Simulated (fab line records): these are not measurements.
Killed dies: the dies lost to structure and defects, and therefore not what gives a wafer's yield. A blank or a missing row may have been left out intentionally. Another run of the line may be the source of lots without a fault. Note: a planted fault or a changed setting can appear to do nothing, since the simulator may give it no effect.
fab line records | flow sky130
record lots=5 | wafers=14 | last-day=50
route steps=708 shown LOCAL_INTERCONNECT@388 PAD_OPEN@708
lots untouched by any fault: they come from a run of this same line in which no faults occurred
start-h: the number of hours between the record's first day and the start of the first shown wafer of the lot | wait-h: how many hours have passed since the lot's step before this one | " identical to the entry in the row above | L1.1+2: one row covering several wafers at once | - no value, or no start was given | * or withheld: withheld | < > ~ a bound
route shown NAME@n: NAME is a module with steps in the file, n the number in the route of the first one | usual: mean/standard deviation taken from wafers without a fault | same: alike in all rows | chamber/n: place in a boat | sites: each site's reading | _std_site: their standard deviation | _edge_site: outer sites' mean less inner sites' | radius-mm: how far each site lies from the wafer's centre | mask NAME#n: copy n | behind: the most recent tool/chamber to have shaped the wafer | hold: cause of the lot's hold/its duration in hours/its outcome | device: transistor that didn't switch, given as n, p or np | end of line: tests run on the same wafers once the route is complete | where a step has no rows: the recipe by itself | killed: count of dies lost to structure and defects at first sort (not the wafer's yield) | map: a wafer's dies, x killed, . not, _ none there
set.NAME: setting as actually run; set.NAME@STEP: the setting as run at that earlier step | model.NAME: the simulator's own value behind a step, which no gauge read
lots seen at some steps along the route; tables by step, rows by wafer
services: a tool's chamber out of use, with start hour (start-h, from the record's first day; less than 0 if before it), hours out, and reason
## steps
# step SKY_LOCAL_INTERCONNECT_RS_MEAS_01
# recipe thk-meas-gauge=four-point-probe | reads=TiN_of_LOCAL_INTERCONNECT_SPUTTER_00
# usual LOCAL_INTERCONNECT_TIN_RS=14.10/0.18
lot.wafer | tool          | chamber | start-h | wait-h | LOCAL_INTERCONNECT_TIN_RS[ohm/sq]
L188.1    | film-metro-04 | -       | 677.02  | 0.0    | 13.95
L188.2    | "             | -       | "       | "      | 14.14
L188.5    | "             | -       | "       | "      | 14.04
L193.2    | film-metro-01 | -       | 717.95  | 0.1    | 14.09
L193.5    | "             | -       | "       | "      | 14.17
L193.6    | "             | -       | "       | "      | 14.12
L197.2    | film-metro-03 | -       | 746.59  | 0.1    | 14.09
L197.3    | "             | -       | "       | "      | 14.27
L204.3    | film-metro-04 | -       | 795.98  | 0.1    | 13.97
L204.5    | "             | -       | "       | "      | 13.90
L204.6    | "             | -       | "       | "      | 14.18
L209.1    | film-metro-01 | -       | 843.05  | 0.0    | 14.06
L209.3    | "             | -       | "       | "      | 13.89
L209.6    | "             | -       | "       | "      | 14.02
# step SKY_LOCAL_INTERCONNECT_THK_MEAS_02
# recipe thk-meas-gauge=xrf | reads=TiN_of_LOCAL_INTERCONNECT_SPUTTER_00
# usual LOCAL_INTERCONNECT_TIN_THK=100.1/1.3
lot.wafer | tool          | chamber | start-h | wait-h | LOCAL_INTERCONNECT_TIN_THK[nm]
L188.1    | film-metro-04 | -       | 677.14  | 0.1    | 100.8
L188.2    | "             | -       | "       | "      | 100.0
L188.5    | "             | -       | "       | "      | 100.6
L193.2    | film-metro-01 | -       | 718.06  | 0.1    | 99.9
L193.5    | "             | -       | "       | "      | 98.9
L193.6    | "             | -       | "       | "      | 100.1
L197.2    | film-metro-03 | -       | 746.70  | 0.1    | 99.9
L197.3    | "             | -       | "       | "      | 98.4
L204.3    | film-metro-04 | -       | 796.08  | 0.1    | 100.6
L204.5    | "             | -       | "       | "      | 100.8
L204.6    | "             | -       | "       | "      | 99.9
L209.1    | film-metro-01 | -       | 843.17  | 0.1    | 100.2
L209.3    | "             | -       | "       | "      | 101.1
L209.6    | "             | -       | "       | "      | 99.9
# step SKY_LOCAL_INTERCONNECT_DEHYDRATE_03
# recipe temp-c=200 | time-s=60
# step SKY_LOCAL_INTERCONNECT_HMDS_04
# recipe prime-time-s=60 | prime-temp-c=120
# step SKY_LOCAL_INTERCONNECT_COAT_05
# recipe resist=BARC | temp-c=withheld | time-s=withheld | spin-rpm=3000 | resist-thk-nm=60
# step SKY_LOCAL_INTERCONNECT_COAT_06
# recipe resist=KrF-thick | spin-rpm=3000 | resist-thk-nm=450
# step SKY_LOCAL_INTERCONNECT_SOFTBAKE_07
# recipe temp-c=100 | time-s=90 | resist=KrF-thick
# step SKY_LOCAL_INTERCONNECT_EXPOSE_08
# recipe mask-id=LI1M | na=0.8 | source-shape=annular | sigma-inner=0.55 | sigma-outer=0.85 | target-cd-nm=170 | dose-mj=28
# step SKY_LOCAL_INTERCONNECT_PEB_09
# recipe peb-temp-c=withheld | peb-time-s=withheld | resist=KrF-thick
# step SKY_LOCAL_INTERCONNECT_DEVELOP_10
# recipe develop-time-s=60 | resist=KrF-thick | dev-temp-c=21
# step SKY_LOCAL_INTERCONNECT_CD_MEAS_11
# recipe target-cd-nm=170
# usual cd-nm=170.1/1.3
lot.wafer | tool      | chamber | start-h | wait-h | cd-nm
L188.1    | cd-sem-02 | -       | 705.49  | -      | 169.9
L188.2    | "         | -       | "       | "      | 169.6
L188.5    | "         | -       | "       | "      | 170.3
L193.2    | cd-sem-01 | -       | 745.87  | -      | 172.6
L193.5    | "         | -       | "       | "      | 171.2
L193.6    | "         | -       | "       | "      | 172.0
L197.2    | cd-sem-01 | -       | 774.93  | -      | 170.1
L197.3    | "         | -       | "       | "      | 171.1
L204.3    | cd-sem-01 | -       | 822.04  | -      | 170.2
L204.5    | "         | -       | "       | "      | 171.0
L204.6    | "         | -       | "       | "      | 170.0
L209.1    | cd-sem-01 | -       | 869.15  | -      | 171.2
L209.3    | "         | -       | "       | "      | 172.2
L209.6    | "         | -       | "       | "      | 171.8
# step SKY_LOCAL_INTERCONNECT_OVL_MEAS_12
# usual LOCAL_INTERCONNECT_OVL=3/4.6
lot.wafer | tool       | chamber | start-h | wait-h | LOCAL_INTERCONNECT_OVL[nm]
L188.1    | overlay-02 | -       | 705.61  | 0.1    | -4
L188.2    | "          | -       | "       | "      | 3
L188.5    | "          | -       | "       | "      | -4
L193.2    | overlay-02 | -       | 745.98  | 0.1    | 8
L193.5    | "          | -       | "       | "      | 11
L193.6    | "          | -       | "       | "      | 5
L197.2    | overlay-01 | -       | 775.04  | 0.1    | 5
L197.3    | "          | -       | "       | "      | 5
L204.3    | overlay-02 | -       | 822.13  | 0.1    | 12
L204.5    | "          | -       | "       | "      | 6
L204.6    | "          | -       | "       | "      | 6
L209.1    | overlay-01 | -       | 869.27  | 0.1    | -2
L209.3    | "          | -       | "       | "      | 3
L209.6    | "          | -       | "       | "      | 2
# step SKY_LOCAL_INTERCONNECT_ETCH_13
# recipe chemistry=N2/H2 | target=BARC | ion-energy-ev=200 | bias-w=100 | pressure-mtorr=30 | n2-flow-sccm=100 | h2-flow-sccm=200 | icp-w=500 | stop-on=SiO2 | time-s=45.9 | target-depth-a=600
# usual drypump-motor-current-A=5.9/0.55 | h2-flow-sccm=200.0/0.59 | oes-product-au=0.854/0.0044 | run-length-s=74.1/0.55 | throttle-valve-pct=13.224/0.0087
lot.wafer | tool         | chamber | start-h | wait-h | drypump-motor-current-A | h2-flow-sccm | oes-product-au | rf-hours-counter-h | run-length-s | throttle-valve-pct | model.KrF-thick_of_LOCAL_INTERCONNECT_COAT_06.thk-nm | model.SiO2_of_SONOS_ONO_CVD_04.thk-nm
L188.1    | rie-metal-04 | 0       | 705.64  | 0.0    | 6.7                     | 200.0        | 0.850          | 12                 | 74.2         | 13.229             | 393                                                  | 3.86
L188.2    | "            | 0       | "       | "      | 6.7                     | 200.3        | 0.854          | -                  | 74.2         | 13.242             | 394.9                                                | 4.076
L188.5    | "            | 0       | "       | "      | 6.7                     | 200.1        | 0.856          | -                  | 74.4         | 13.240             | 392.8                                                | 3.933
L193.2    | rie-metal-03 | 0       | 746.01  | 0.0    | 6.0                     | 199.6        | 0.862          | 2                  | 73.2         | 13.209             | 391.9                                                | 4.015
L193.5    | "            | 1       | "       | "      | 4.8                     | 199.1        | 0.853          | -                  | 74.0         | 13.206             | 394.3                                                | 4.068
L193.6    | "            | 0       | "       | "      | 6.0                     | 199.9        | 0.848          | -                  | 73.2         | 13.220             | 392.5                                                | 4.12
L197.2    | rie-metal-01 | 0       | 775.09  | 0.0    | 5.4                     | 200.2        | 0.800          | -                  | 79.8         | 13.227             | 387.5                                                | 3.85
L197.3    | "            | 0       | "       | "      | 5.4                     | 200.3        | 0.813          | -                  | 80.1         | 13.202             | 387.5                                                | 3.885
L204.3    | rie-metal-04 | 0       | 822.17  | 0.0    | 6.7                     | 199.4        | 0.858          | -                  | 74.3         | 13.230             | 392                                                  | 4.228
L204.5    | "            | 1       | "       | "      | 6.2                     | 200.7        | 0.849          | -                  | 74.5         | 13.221             | 393.7                                                | 4.28
L204.6    | "            | 0       | "       | "      | 6.7                     | 199.9        | 0.850          | -                  | 73.9         | 13.203             | 393.7                                                | 4.345
L209.1    | rie-metal-01 | 0       | 869.31  | 0.0    | 5.4                     | 200.4        | 0.849          | 9                  | 74.8         | 13.210             | 392                                                  | 4.21
L209.3    | "            | 1       | "       | "      | 5.4                     | 199.9        | 0.855          | -                  | 73.4         | 13.220             | 392.1                                                | 4.137
L209.6    | "            | 1       | "       | "      | 5.4                     | 198.8        | 0.847          | -                  | 73.5         | 13.231             | 390.5                                                | 4.094
# step SKY_LOCAL_INTERCONNECT_METAL_ETCH_14
# recipe target-depth-nm=110 | stop-on=PSG | chemistry=Cl2/BCl3 | target=TiN | resist-sidewall-deg=88 | pressure-mtorr=10 | icp-w=900 | bias-w=48.5 | Cl2_flow_sccm=60 | bcl3-flow-sccm=30 | time-s=31.4
# usual drypump-motor-current-A=5.8/0.55 | oes-product-au=0.942/0.0083 | run-length-s=59.7/0.59 | throttle-valve-pct=21.900/0.011
lot.wafer | tool         | chamber | start-h | wait-h | drypump-motor-current-A | oes-product-au | rf-hours-counter-h | run-length-s | throttle-valve-pct | model.KrF-thick_of_LOCAL_INTERCONNECT_COAT_06.thk-nm
L188.1    | rie-metal-04 | 0       | 705.77  | 0.1    | 6.7                     | 0.945          | 12                 | 59.5         | 21.872             | 349.6
L188.2    | "            | 0       | "       | "      | 6.7                     | 0.946          | -                  | 59.6         | 21.892             | 351.6
L188.5    | "            | 0       | "       | "      | 6.7                     | 0.952          | -                  | 59.5         | 21.902             | 349.5
L193.2    | rie-metal-03 | 0       | 746.07  | 0.0    | 6.0                     | 0.945          | 2                  | 58.9         | 21.923             | 348.5
L193.5    | "            | 1       | "       | "      | 4.8                     | 0.943          | -                  | 60.1         | 21.913             | 351.7
L193.6    | "            | 0       | "       | "      | 5.9                     | 0.936          | -                  | 58.7         | 21.906             | 349.3
L197.2    | rie-metal-01 | 0       | 775.21  | 0.1    | 5.4                     | 0.939          | -                  | 60.4         | 21.892             | 344.5
L197.3    | "            | 0       | "       | "      | 5.4                     | 0.937          | -                  | 60.5         | 21.922             | 344.3
L204.3    | rie-metal-04 | 0       | 822.23  | 0.0    | 6.7                     | 0.938          | -                  | 59.4         | 21.897             | 349.1
L204.5    | "            | 1       | "       | "      | 6.2                     | 0.947          | -                  | 59.9         | 21.894             | 350.3
L204.6    | "            | 0       | "       | "      | 6.7                     | 0.940          | -                  | 60.1         | 21.899             | 350.5
L209.1    | rie-metal-01 | 0       | 869.37  | 0.0    | 5.4                     | 0.954          | 9                  | 60.3         | 21.894             | 349
L209.3    | "            | 1       | "       | "      | 5.5                     | 0.941          | -                  | 59.4         | 21.920             | 347.3
L209.6    | "            | 1       | "       | "      | 5.4                     | 0.940          | -                  | 59.4         | 21.906             | 345.9
# step SKY_LOCAL_INTERCONNECT_STRIP_15
# recipe chemistry=O2/N2 | power-w=1400 | pressure-mtorr=1500 | platen-temp-c=withheld | o2-flow-sccm=3000 | n2-flow-sccm=300 | overash-fraction=0.5
# usual drypump-motor-current-A=5.5/0.39 | o2-flow-sccm=3000/8.8 | oes-product-au=0.427/0.0046 | strip-time-to-endpoint-s=4.725/0.021
lot.wafer | tool            | chamber | start-h | wait-h | drypump-motor-current-A | o2-flow-sccm | oes-product-au | rf-hours-counter-h | strip-time-to-endpoint-s
L188.1    | plasma-asher-03 | 0       | 705.87  | 0.1    | 5.7                     | 3008         | 0.428          | 90                 | 4.731
L188.2    | "               | 1       | "       | "      | 5.6                     | 3010         | 0.431          | 90                 | 4.736
L188.5    | "               | 1       | "       | "      | 5.6                     | 2992         | 0.429          | -                  | 4.726
L193.2    | plasma-asher-03 | 1       | 746.13  | 0.0    | 5.6                     | 3015         | 0.424          | 95                 | 4.705
L193.5    | "               | 1       | "       | "      | 5.6                     | 3017         | 0.432          | -                  | 4.761
L193.6    | "               | 0       | "       | "      | 5.7                     | 3017         | 0.426          | -                  | 4.731
L197.2    | plasma-asher-01 | 0       | 775.30  | 0.1    | 5.3                     | 2998         | 0.425          | 65                 | 4.675
L197.3    | "               | 1       | "       | "      | 6.2                     | 2994         | 0.420          | -                  | 4.668
L204.3    | plasma-asher-04 | 0       | 822.30  | 0.1    | 5.2                     | 3006         | 0.427          | -                  | 4.724
L204.5    | "               | 1       | "       | "      | 5.1                     | 2996         | 0.423          | -                  | 4.725
L204.6    | "               | 0       | "       | "      | 5.2                     | 3013         | 0.415          | -                  | 4.748
L209.1    | plasma-asher-04 | 1       | 869.42  | 0.0    | 5.1                     | 3001         | 0.430          | 41                 | 4.717
L209.3    | "               | 1       | "       | "      | 5.1                     | 2995         | 0.421          | -                  | 4.692
L209.6    | "               | 1       | "       | "      | 5.1                     | 3007         | 0.436          | -                  | 4.703
# step SKY_LOCAL_INTERCONNECT_STRIP_16
# recipe chemistry=post-etch-residue-remover | time-s=1200 | temp-c=72.5
# step SKY_PAD_OPEN_PROBE_99
# usual killed_at_M0_to_M3=43/6.5 | killed_at_M4_up=3.1/1.8 | killed-at-contacts=24/5.6 | killed-at-front-end=15/4.2 | killed-at-other=0.3/0.5 | killed-dies=86/8.9 | killed-open=47/6.9 | killed-short=39/5.9
# same gross-dies=492 | killed-at-back-side=0
lot.wafer | tool      | chamber | start-h | wait-h | killed_at_M0_to_M3 | killed_at_M4_up | killed-at-contacts | killed-at-front-end | killed-at-other | killed-dies | killed-open | killed-short
L193.2    | prober-01 | -       | 1104.77 | 0.1    | 40                 | 3               | 24                 | 9                   | 1               | 77          | 45          | 32
L193.5    | prober-01 | -       | 1104.92 | 0.2    | 32                 | 2               | 23                 | 16                  | 0               | 73          | 47          | 26
L193.6    | prober-01 | -       | 1104.97 | 0.2    | 38                 | 2               | 25                 | 16                  | 0               | 81          | 41          | 40
# killed by level:class
L193.2 LI_CONTACT:geometric-particle:open=13 VIA1:geometric-particle:open=8 CONTACT:geometric-particle:open=6 VIA3:geometric-particle:open=6 VIA2:geometric-particle:short=5 METAL1:geometric-particle:short=4 LI_CONTACT:geometric-particle:short=3 METAL2:geometric-particle:short=3
L193.5 VIA3:geometric-particle:open=10 LI_CONTACT:geometric-particle:open=7 FIELD_ISO:geometric-particle:open=6 CONTACT:geometric-particle:open=6 VIA2:geometric-particle:open=6 LI_CONTACT:geometric-particle:short=4 METAL1:geometric-particle:short=4 VIA1:geometric-particle:open=4
L193.6 LI_CONTACT:geometric-particle:open=9 VIA1:geometric-particle:open=7 VIA2:geometric-particle:open=7 FIELD_ISO:geometric-particle:short=6 VIA3:geometric-particle:short=6 FIELD_ISO:geometric-particle:open=5 CONTACT:geometric-particle:open=5 METAL2:geometric-particle:short=4
## services
tool            | chamber | start-h | hours | kind
plasma-asher-04 | -       | 690.14  | 21.0  | repair
plasma-asher-03 | -       | 690.31  | 0.4   | repair
plasma-asher-01 | -       | 694.85  | 2.8   | pm
rie-metal-04    | 1       | 698.27  | -     | clean
rie-metal-04    | 1       | 698.27  | 22.3  | scheduled-down
rie-metal-04    | 1       | 698.27  | 22.3  | vent-cycle
rie-metal-03    | 0       | 699.37  | -     | clean
rie-metal-03    | 0       | 699.37  | 11.8  | scheduled-down
rie-metal-03    | 0       | 699.37  | 11.8  | vent-cycle
rie-metal-01    | -       | 724.78  | 1.4   | pm
rie-metal-03    | 1       | 729.00  | 14.5  | repair
rie-metal-03    | 1       | 753.89  | 61.3  | repair
rie-metal-01    | 1       | 760.15  | 20.5  | repair
plasma-asher-03 | -       | 761.68  | 0.8   | repair
rie-metal-03    | 0       | 784.91  | 6.7   | repair
rie-metal-04    | -       | 786.14  | 4.3   | pm
rie-metal-01    | 1       | 797.82  | -     | clean
rie-metal-01    | 1       | 797.82  | 15.2  | scheduled-down
rie-metal-01    | 1       | 797.82  | 15.2  | vent-cycle
rie-metal-01    | -       | 803.63  | 0.2   | repair
plasma-asher-03 | -       | 803.68  | 15.6  | repair
plasma-asher-04 | -       | 863.65  | 2.8   | pm
## key
first-sign step=SKY_LOCAL_INTERCONNECT_ETCH_13 | reading=oes-product-au | direction=down | sigmas=11 | usual=0.854 | struck=0.807
effect step=SKY_LOCAL_INTERCONNECT_ETCH_13 | reading=run-length-s | direction=up | sigmas=11 | usual=* | struck=*
effect step=SKY_LOCAL_INTERCONNECT_STRIP_15 | reading=strip-time-to-endpoint-s | direction=down | sigmas=2.6 | usual=* | struck=*
model-effect step=SKY_LOCAL_INTERCONNECT_ETCH_13 | value=KrF-thick_of_LOCAL_INTERCONNECT_COAT_06.thk-nm | without=392.4 | struck=387.5
model-effect step=SKY_LOCAL_INTERCONNECT_METAL_ETCH_14 | value=KrF-thick_of_LOCAL_INTERCONNECT_COAT_06.thk-nm | without=349.3 | struck=344.4
met-at SKY_LOCAL_INTERCONNECT_ETCH_13
struck-wafers L197.2,L197.3
tester-left-out L197
fault kind=process-parameter-drift | tool=rie-metal-01 | chamber=- | onset-h=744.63 | steps=SKY_LOCAL_INTERCONNECT_ETCH_13 | channel=time-s | offset=* | shape=step | end-h=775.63 | scope=struck-wafers-only | acts-in=* | stated=*
# tester-left-out: of these lots the tester's yield and bins aren't shown, on N5 and GAA mostly nor the transistor test; their killed dies are dies lost to structure and defects alone, not to doping, threshold or leakage, so they don't give the yield
